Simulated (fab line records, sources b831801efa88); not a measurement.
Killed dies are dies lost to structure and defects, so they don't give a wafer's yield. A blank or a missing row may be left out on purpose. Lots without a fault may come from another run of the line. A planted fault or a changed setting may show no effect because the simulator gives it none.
One fault seen from 2 desks | flow sky130 | each desk has only its own numbers; what lay behind them comes last

THE METROLOGY DESK
What the gauges read, lot by lot, whatever tool the lot ran on: means of the sampled wafers that have a number. A lot is out of limits, marked OUT, if its mean lies more than 4 standard deviations from the usual mean; the brackets give that distance.
Columns: A = LI_CONTACT_OVL at SKY_LI_CONTACT_OVL_MEAS_13, usual -3 nm; B = LI_CONTACT_W_RS at SKY_LI_CONTACT_RS_MEAS_22, usual 0.282 ohm/sq
lot  | first seen here | A   | B
L183 | day 29 06:23    | 0   | 0.280
L185 | day 30 15:59    | -7  | 0.284
L187 | day 31 10:44    | -13 | 0.280
L188 | day 31 14:05    | -6  | 0.285
L190 | day 32 12:49    | 5   | 0.282
L191 | day 32 18:50    | -0  | 0.277
L192 | day 32 21:31    | -5  | 0.278
L198 | day 34 11:44    | -1  | 0.279
L200 | day 35 02:32    | -3  | 0.283
L202 | day 35 22:10    | -4  | 0.283
L203 | day 36 06:10    | -1  | 0.280
L204 | day 36 12:02    | -4  | 0.287
L205 | day 36 23:56    | -2  | 0.285
This desk's finding: nothing out of limits on any of the 13 lots.

THE TOOL OWNER'S DESK: litho_track-02
The tool's own readings at SKY_LOCAL_INTERCONNECT_DEVELOP_10 (develop time 60 s): means of the sampled wafers that have a number, for each lot that ran on this tool. A lot is out of limits, marked OUT, if its mean lies more than 4 standard deviations from the usual mean; the brackets give that distance.
Columns: A = developer_temp_C at SKY_LOCAL_INTERCONNECT_DEVELOP_10, usual 20.96 C; B = exhaust_pa at SKY_LOCAL_INTERCONNECT_DEVELOP_10, usual 44.9 Pa
lot  | first seen here | A                | B
L183 | day 30 12:00    | 20.99            | 45.3
L187 | day 32 15:00    | 21.03            | 45.3
L191 | day 33 23:00    | 20.13 (-8.4) OUT | 44.7
L192 | day 34 01:00    | 20.01 (-9.7) OUT | 45.9
This desk's finding: out of limits on L191, L192; first on L191, day 33 23:00 (developer_temp_C at SKY_LOCAL_INTERCONNECT_DEVELOP_10). In limits: L183, L187.

PUT TOGETHER
The tool owner's desk could have raised an alarm at day 33 23:00, on L191, L192.
The metrology desk saw nothing out of limits.
The metrology desk has L191, L192 on record, within its limits.
Of the lots named, all ran SKY_LOCAL_INTERCONNECT_DEVELOP_10 on litho_track-02.

WHAT THE SIMULATOR HAD PUT IN
Process parameter drift: litho_track-02, from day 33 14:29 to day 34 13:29, at SKY_LOCAL_INTERCONNECT_DEVELOP_10. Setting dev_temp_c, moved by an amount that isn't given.
Lots struck among those shown: L191, L192.
Hours from the fault's start to each desk's first reading out of limits: the tool owner's desk, 9.
